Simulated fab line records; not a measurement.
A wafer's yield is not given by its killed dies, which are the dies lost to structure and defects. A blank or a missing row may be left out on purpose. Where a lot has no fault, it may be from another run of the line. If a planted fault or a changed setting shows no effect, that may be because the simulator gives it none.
fab line records	flow sfq_line
record: lots: 15	wafers: 45	last_day: 94
route steps=325 shown M6@262 I6@273
lots with no fault: from the same line, run without faults
start_h: start of the lot's first displayed wafer, in hours after the record's first day	wait_h: hours since the lot's step before	" same as the row above	L1.1+2: a row that stands for several wafers	- no value, or no start was given	* or withheld: withheld	< > ~ a bound
route shown NAME@n: NAME is a module with steps in the file, n the number in the route of the first one	usual: average and standard deviation across the fault-free wafers	same: alike in all rows	chamber/n: place in a boat	sites: per-site readings	_std_site: standard deviation of those values	_edge_site: outer sites' mean less inner sites'	radius_mm: how far each site lies from the wafer's centre	mask NAME#n: copy n	behind: tool/chamber where the wafer was last shaped	hold: why the lot was held/for how many hours/how that ended	device: the transistor (n, p or np) that didn't switch	end of line: the tests these same wafers got at the end of their route	a step given without rows: its recipe and nothing more	killed: dies lost to structure and defects at the first sort, not the wafer's yield	map: per-die view of a wafer (x killed, . not killed, _ where there is no die)
set.NAME: the setting the step ran with; set.NAME@STEP: the setting that earlier step ran with	model.NAME: the simulator's own value behind a step, which no gauge read
a sample of lots followed through the steps of the route, with each step as a table and each wafer as a row
services: a tool's chamber out of use, with start hour (start_h, from the record's first day; less than 0 if before it), hours out, and reason
== steps ==
step: SFQ_TRILAYER_M6_BARC_OPEN_METAL_ETCH_206
recipe: mask_material: PR	chemistry: O2	target_depth_nm: 125	target: BARC	icp_w: 600	bias_w: 80	pressure_mtorr: 10	time_s: 41.7
usual: bias_w: 80.03/0.24	chamber_pressure_mTorr: 10.001/0.0079	drypump_motor_current_A: 6.0/0.37	oes_product_au: 0.685/0.0042	time_s: 41.7/0
lot.wafer	tool	chamber	start_h	wait_h	bias_w	chamber_pressure_mTorr	drypump_motor_current_A	oes_product_au	rf_hours_counter_h	time_s
L660.2	rie_metal-03	0	1708.76	0.0	79.43	10.004	5.9	0.687	66	41.7
L660.5	"	1	"	"	79.60	10.022	5.7	0.683	-	41.7
L660.6	"	0	"	"	79.73	10.000	5.9	0.685	-	41.7
L661.3	rie_metal-03	0	1712.38	0.0	79.85	10.010	5.9	0.674	-	41.7
L661.5	"	1	"	"	80.11	10.005	5.7	0.675	-	41.7
L661.6	"	0	"	"	79.76	9.999	5.9	0.689	-	41.7
L664.3	rie_metal-04	1	1721.23	0.0	79.78	10.003	6.6	0.688	-	41.7
L664.5	"	1	"	"	79.96	10.001	6.6	0.682	-	41.7
L664.6	"	0	"	"	79.82	10.008	5.6	0.689	-	41.7
L665.2	rie_metal-03	1	1722.41	0.0	80.17	9.993	5.7	0.683	100	41.7
L665.3	"	0	"	"	80.08	10.005	5.9	0.684	-	41.7
L665.5	"	1	"	"	79.84	10.005	5.7	0.685	-	41.7
L666.1	rie_metal-03	0	1727.81	0.0	79.91	10.016	5.9	0.687	69	41.7
L666.5	"	0	"	"	79.87	10.001	5.9	0.685	-	41.7
L666.6	"	1	"	"	79.72	10.009	5.7	0.678	-	41.7
L667.2	rie_metal-03	0	1732.62	0.0	80.57	9.991	5.9	0.684	70	41.7
L667.3	"	0	"	"	80.00	10.017	5.9	0.681	-	41.7
L667.4	"	1	"	"	80.16	10.016	5.7	0.679	-	41.7
L668.2	rie_metal-01	1	1743.43	0.0	80.21	10.005	6.2	0.677	-	41.7
L668.5	"	1	"	"	80.03	10.000	6.2	0.685	-	41.7
L668.6	"	1	"	"	80.32	9.998	6.2	0.685	-	41.7
L670.3	rie_metal-04	0	1899.00	0.0	80.30	9.996	5.6	0.692	-	41.7
L670.4	"	1	"	"	80.06	10.001	6.6	0.693	-	41.7
L670.6	"	0	"	"	79.83	9.998	5.6	0.685	-	41.7
L674.2	rie_metal-04	0	1924.01	0.0	-	-	-	-	-	-
L674.3	"	1	"	"	-	-	-	-	-	-
L674.4	"	0	"	"	-	-	-	-	-	-
L675.2	rie_metal-03	0	1928.81	0.0	-	-	-	-	-	-
L675.4	"	0	"	"	-	-	-	-	-	-
L675.6	"	0	"	"	-	-	-	-	-	-
L676.1	rie_metal-03	0	1932.41	0.0	-	-	-	-	-	-
L676.5	"	0	"	"	-	-	-	-	-	-
L676.6	"	1	"	"	-	-	-	-	-	-
L677.1	rie_metal-01	1	1934.81	0.0	80.01	10.004	6.2	0.685	32	41.7
L677.2	"	0	"	"	79.94	10.022	6.5	0.693	17	41.7
L677.5	"	0	"	"	80.17	9.999	6.5	0.688	-	41.7
L680.1	rie_metal-01	1	1938.41	0.0	79.84	10.005	6.2	0.685	32	41.7
L680.2	"	0	"	"	79.65	10.011	6.6	0.687	18	41.7
L680.3	"	0	"	"	79.76	9.990	6.5	0.682	-	41.7
L681.1	rie_metal-04	1	1940.81	0.0	79.78	9.987	6.6	0.685	71	41.7
L681.2	"	0	"	"	80.49	9.993	5.6	0.685	119	41.7
L681.4	"	1	"	"	79.84	10.007	6.6	0.685	-	41.7
L683.1	rie_metal-04	0	1949.21	0.0	80.24	9.993	5.6	0.674	120	41.7
L683.4	"	1	"	"	80.22	9.993	6.6	0.689	-	41.7
L683.5	"	0	"	"	80.30	9.989	5.6	0.683	-	41.7
step: SFQ_TRILAYER_M6_ETCH_METAL_ETCH_162
recipe: target: Nb	stop_on: SiO2	mask_material: PR	chemistry: Cl2/Ar	target_depth_nm: 240	icp_w: 600	bias_w: 80	pressure_mtorr: 10	time_s: 120
usual: bias_w: 80.05/0.26	chamber_pressure_mTorr: 9.999/0.01	drypump_motor_current_A: 6.0/0.36	oes_product_au: 0.896/0.0071
same: time_s: 120
lot.wafer	tool	chamber	start_h	wait_h	bias_w	chamber_pressure_mTorr	drypump_motor_current_A	oes_product_au	rf_hours_counter_h
L660.2	rie_metal-03	0	1708.82	0.0	80.06	9.982	5.9	0.893	66
L660.5	"	1	"	"	79.82	10.000	5.7	0.888	-
L660.6	"	0	"	"	80.08	9.994	5.9	0.885	-
L661.3	rie_metal-03	0	1712.46	0.1	80.06	10.016	5.9	0.900	-
L661.5	"	1	"	"	80.56	9.994	5.7	0.896	-
L661.6	"	0	"	"	80.00	9.999	5.9	0.886	-
L664.3	rie_metal-04	1	1721.31	0.1	80.22	9.991	6.6	0.901	-
L664.5	"	1	"	"	80.34	10.002	6.6	0.905	-
L664.6	"	0	"	"	80.16	9.995	5.6	0.894	-
L665.2	rie_metal-03	1	1722.47	0.0	80.00	9.992	5.7	0.891	100
L665.3	"	0	"	"	80.46	9.996	5.9	0.897	-
L665.5	"	1	"	"	80.14	9.981	5.7	0.900	-
L666.1	rie_metal-03	0	1727.87	0.0	80.39	9.994	5.9	0.902	69
L666.5	"	0	"	"	80.27	9.993	5.9	0.900	-
L666.6	"	1	"	"	80.48	9.998	5.7	0.904	-
L667.2	rie_metal-03	0	1732.68	0.0	80.12	9.965	5.9	0.903	70
L667.3	"	0	"	"	80.35	10.000	5.9	0.902	-
L667.4	"	1	"	"	80.08	9.991	5.7	0.905	-
L668.2	rie_metal-01	1	1743.57	0.1	79.72	10.013	6.2	0.900	-
L668.5	"	1	"	"	79.92	10.004	6.2	0.908	-
L668.6	"	1	"	"	79.67	9.984	6.2	0.900	-
L670.3	rie_metal-04	0	1899.09	0.1	80.15	10.008	5.6	0.908	-
L670.4	"	1	"	"	80.33	10.002	6.6	0.899	-
L670.6	"	0	"	"	79.65	10.000	5.6	0.889	-
L674.2	rie_metal-04	0	1924.07	0.0	80.23	9.981	5.6	0.374	118
L674.3	"	1	"	"	79.87	10.009	6.6	0.369	-
L674.4	"	0	"	"	80.15	9.998	5.6	0.374	-
L675.2	rie_metal-03	0	1928.87	0.0	80.36	9.995	5.9	0.375	94
L675.4	"	0	"	"	79.66	10.013	5.9	0.375	-
L675.6	"	0	"	"	80.12	9.992	5.9	0.375	-
L676.1	rie_metal-03	0	1932.47	0.0	80.22	10.001	5.9	0.377	95
L676.5	"	0	"	"	79.92	9.988	5.9	0.372	-
L676.6	"	1	"	"	80.24	9.980	5.7	0.363	-
L677.1	rie_metal-01	1	1934.87	0.0	79.46	9.989	6.2	0.905	32
L677.2	"	0	"	"	79.89	10.003	6.5	0.893	17
L677.5	"	0	"	"	80.04	9.996	6.5	0.898	-
L680.1	rie_metal-01	1	1938.47	0.0	80.20	10.007	6.2	0.898	32
L680.2	"	0	"	"	80.42	10.007	6.5	0.903	18
L680.3	"	0	"	"	80.18	9.991	6.5	0.909	-
L681.1	rie_metal-04	1	1940.87	0.0	80.38	10.010	6.6	0.897	71
L681.2	"	0	"	"	80.12	10.006	5.6	0.895	120
L681.4	"	1	"	"	79.87	9.992	6.6	0.905	-
L683.1	rie_metal-04	0	1949.27	0.0	80.14	9.995	5.6	0.897	120
L683.4	"	1	"	"	80.02	10.005	6.6	0.898	-
L683.5	"	0	"	"	79.60	10.002	5.7	0.896	-
step: SFQ_TRILAYER_I6_VIA_LITHO_EXPOSE_170
recipe: mask_id: I6	na: 0.6	source_shape: conventional	sigma_outer: 0.65	target_cd_nm: 700	dose_mj: 21.3
usual: exposure_dose_mJ_cm2: 21.302/0.021	focus_offset_nm: 0.0/0.49
lot.wafer	tool	chamber	start_h	wait_h	mask	exposure_dose_mJ_cm2	focus_offset_nm
L660.2	krf_scanner-01	0	1715.64	-	I6#0	21.334	0.3
L660.5	"	0	"	"	I6#0	21.292	0.3
L660.6	"	0	"	"	I6#0	21.299	-0.5
L661.3	krf_scanner-01	0	1718.87	-	I6#0	21.305	0.1
L661.5	"	0	"	"	I6#0	21.292	0.0
L661.6	"	0	"	"	I6#0	21.319	-0.7
L664.3	krf_scanner-01	0	1727.87	-	I6#0	21.283	0.8
L664.5	"	0	"	"	I6#0	21.277	0.7
L664.6	"	0	"	"	I6#0	21.320	-0.6
L665.2	krf_scanner-01	0	1728.87	-	I6#0	21.276	0.3
L665.3	"	0	"	"	I6#0	21.293	-0.1
L665.5	"	0	"	"	I6#0	21.249	0.1
L666.1	krf_scanner-01	0	1734.62	-	I6#0	21.328	-0.5
L666.5	"	0	"	"	I6#0	21.314	-0.4
L666.6	"	0	"	"	I6#0	21.325	0.5
L667.2	krf_scanner-01	0	1738.93	-	I6#0	21.291	-0.4
L667.3	"	0	"	"	I6#0	21.297	0.3
L667.4	"	0	"	"	I6#0	21.291	0.0
L668.2	krf_scanner-01	0	1750.50	-	I6#0	21.294	-0.2
L668.5	"	0	"	"	I6#0	21.333	-0.8
L668.6	"	0	"	"	I6#0	21.312	-0.7
L670.3	krf_scanner-01	0	1905.49	-	I6#0	21.298	-0.4
L670.4	"	0	"	"	I6#0	21.302	0.2
L670.6	"	0	"	"	I6#0	21.297	-0.3
L674.2	krf_scanner-02	-	2030.34	-	I6#0	-	-
L674.3	"	-	"	"	I6#0	-	-
L674.4	"	-	"	"	I6#0	-	-
L675.2	krf_scanner-02	-	2033.94	-	I6#0	-	-
L675.4	"	-	"	"	I6#0	-	-
L675.6	"	-	"	"	I6#0	-	-
L676.1	krf_scanner-02	-	2036.14	-	I6#0	-	-
L676.5	"	-	"	"	I6#0	-	-
L676.6	"	-	"	"	I6#0	-	-
L677.1	krf_scanner-02	0	2037.34	-	I6#0	21.306	1.1
L677.2	"	0	"	"	I6#0	21.282	0.6
L677.5	"	0	"	"	I6#0	21.269	-0.6
L680.1	krf_scanner-02	0	2042.14	-	I6#0	21.310	-0.2
L680.2	"	0	"	"	I6#0	21.288	0.2
L680.3	"	0	"	"	I6#0	21.283	0.5
L681.1	krf_scanner-01	0	2044.88	-	I6#0	21.292	0.2
L681.2	"	0	"	"	I6#0	21.299	-0.9
L681.4	"	0	"	"	I6#0	21.302	-0.8
L683.1	krf_scanner-02	0	2049.59	-	I6#0	21.321	-0.1
L683.4	"	0	"	"	I6#0	21.309	-0.4
L683.5	"	0	"	"	I6#0	21.286	0.1
step: SFQ_TRILAYER_I6_VIA_ETCH_VIA_ETCH_172
recipe: target: SiO2	stop_on: Nb	mask_material: PR	taper_deg: 20	chemistry: CHF3	target_depth_nm: 260	source_w: 500	bias_w: 80	pressure_mtorr: 30	time_s: withheld
usual: bias_w: 79.96/0.24	chamber_pressure_mTorr: 29.998/0.026	drypump_motor_current_A: 5.6/0.37	oes_product_au: 0.855/0.0054
lot.wafer	tool	chamber	start_h	wait_h	bias_w	chamber_pressure_mTorr	drypump_motor_current_A	oes_product_au
L660.2	rie_diel-03	2	1717.02	0.0	79.50	30.003	5.6	0.856
L660.5	"	3	"	"	79.75	29.978	5.1	0.855
L660.6	"	2	"	"	79.59	30.006	5.6	0.858
L661.3	rie_diel-01	2	1720.05	0.0	79.71	29.965	5.6	0.844
L661.5	"	1	"	"	79.58	29.947	6.1	0.852
L661.6	"	0	"	"	80.48	29.972	5.2	0.853
L664.3	rie_diel-04	2	1729.05	0.0	79.80	30.041	6.0	0.861
L664.5	"	3	"	"	80.10	30.001	5.6	0.860
L664.6	"	0	"	"	79.91	30.013	5.0	0.849
L665.2	rie_diel-04	3	1730.25	0.0	80.22	29.946	5.6	0.865
L665.3	"	2	"	"	79.37	29.993	6.0	0.856
L665.5	"	1	"	"	79.93	29.988	5.2	0.854
L666.1	rie_diel-01	1	1736.19	0.0	80.01	29.998	6.1	0.860
L666.5	"	3	"	"	80.15	30.014	5.9	0.853
L666.6	"	1	"	"	80.13	29.994	6.1	0.856
L667.2	rie_diel-01	1	1740.30	0.0	79.99	30.003	6.1	0.855
L667.3	"	0	"	"	79.54	30.011	5.2	0.857
L667.4	"	2	"	"	79.74	30.041	5.6	0.851
L668.2	rie_diel-03	0	1751.90	0.0	79.92	29.998	5.9	0.856
L668.5	"	0	"	"	79.93	30.000	5.8	0.856
L668.6	"	2	"	"	80.43	30.011	5.6	0.872
L670.3	rie_diel-01	3	1906.67	0.0	79.73	30.002	5.9	0.860
L670.4	"	1	"	"	80.15	29.991	6.2	0.857
L670.6	"	2	"	"	80.07	30.021	5.6	0.857
L674.2	rie_diel-04	3	2031.72	0.0	80.13	29.964	5.6	0.376
L674.3	"	2	"	"	79.87	29.999	6.0	0.378
L674.4	"	0	"	"	80.04	29.955	5.0	0.382
L675.2	rie_diel-03	3	2035.32	0.0	80.10	30.029	5.1	0.373
L675.4	"	1	"	"	79.67	30.064	5.8	0.381
L675.6	"	3	"	"	79.98	29.988	5.1	0.370
L676.1	rie_diel-01	1	2037.72	0.0	80.25	29.962	6.2	0.382
L676.5	"	1	"	"	80.20	30.000	6.2	0.372
L676.6	"	2	"	"	79.90	29.981	5.6	0.374
L677.1	rie_diel-03	1	2038.92	0.0	80.17	30.013	5.8	0.858
L677.2	"	3	"	"	80.46	29.991	5.1	0.855
L677.5	"	0	"	"	79.68	30.009	5.8	0.846
L680.1	rie_diel-04	1	2043.72	0.0	79.81	30.018	5.2	0.853
L680.2	"	0	"	"	79.85	30.025	5.0	0.855
L680.3	"	3	"	"	80.27	29.975	5.6	0.858
L681.1	rie_diel-01	2	2046.46	0.0	80.22	30.005	5.6	0.858
L681.2	"	3	"	"	79.97	29.970	5.9	0.853
L681.4	"	1	"	"	80.32	30.015	6.1	0.847
L683.1	rie_diel-01	3	2051.17	0.0	80.09	30.000	5.8	0.860
L683.4	"	1	"	"	80.43	30.040	6.1	0.858
L683.5	"	0	"	"	79.95	29.957	5.2	0.865
== services ==
tool	chamber	start_h	hours	kind
krf_scanner-01	-	1706.47	1.3	pm
krf_scanner-01	-	1709.08	2.8	repair
krf_scanner-01	-	1722.07	1.0	pm
rie_metal-04	-	1742.01	1.8	repair
krf_scanner-01	-	1743.67	0.8	pm
rie_diel-01	0	1748.54	11.8	repair
krf_scanner-02	-	1754.03	1.3	pm
rie_metal-01	0	1771.21	19.0	repair
rie_metal-03	0	1775.15	9.4	repair
krf_scanner-02	-	1794.91	1.0	pm
krf_scanner-02	-	1812.79	0.8	pm
krf_scanner-02	-	1819.62	21.9	repair
krf_scanner-01	-	1830.72	0.5	repair
krf_scanner-02	-	1841.52	3.6	pm
krf_scanner-01	-	1881.66	1.3	pm
krf_scanner-01	-	1889.90	1.0	pm
rie_diel-01	-	1973.26	2.8	pm
rie_diel-01	1	1983.55	10.0	repair
rie_diel-01	-	1986.46	10.0	pm
rie_diel-01	0	2001.89	2.5	repair
rie_diel-01	0	2017.58	4.0	repair
krf_scanner-01	-	2034.86	4.0	pm
rie_metal-03	-	2034.87	28.1	pm
krf_scanner-01	-	2049.07	0.7	repair
== key ==
first_sign: step: SFQ_TRILAYER_M6_BARC_OPEN_METAL_ETCH_206	reading: tool_record	direction: missing
effect: step: SFQ_TRILAYER_M6_ETCH_METAL_ETCH_162	reading: oes_product_au	direction: down	sigmas: 73	usual: 0.896	struck: 0.373
effect: step: SFQ_TRILAYER_I6_VIA_LITHO_EXPOSE_170	reading: tool_record	direction: missing
effect: step: SFQ_TRILAYER_I6_VIA_ETCH_VIA_ETCH_172	reading: oes_product_au	direction: down	sigmas: 89	usual: 0.855	struck: 0.376
met_at SFQ_TRILAYER_M6_BARC_OPEN_METAL_ETCH_206
struck_lots L674,L675,L676
onset_between 1899.00 1924.01
fault: kind: skipped_step_whole	tool: rie_metal-03,rie_metal-04	chamber: -	onset_h: 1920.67	steps: SFQ_TRILAYER_M6_BARC_OPEN_METAL_ETCH_206	scope: struck_lots_only
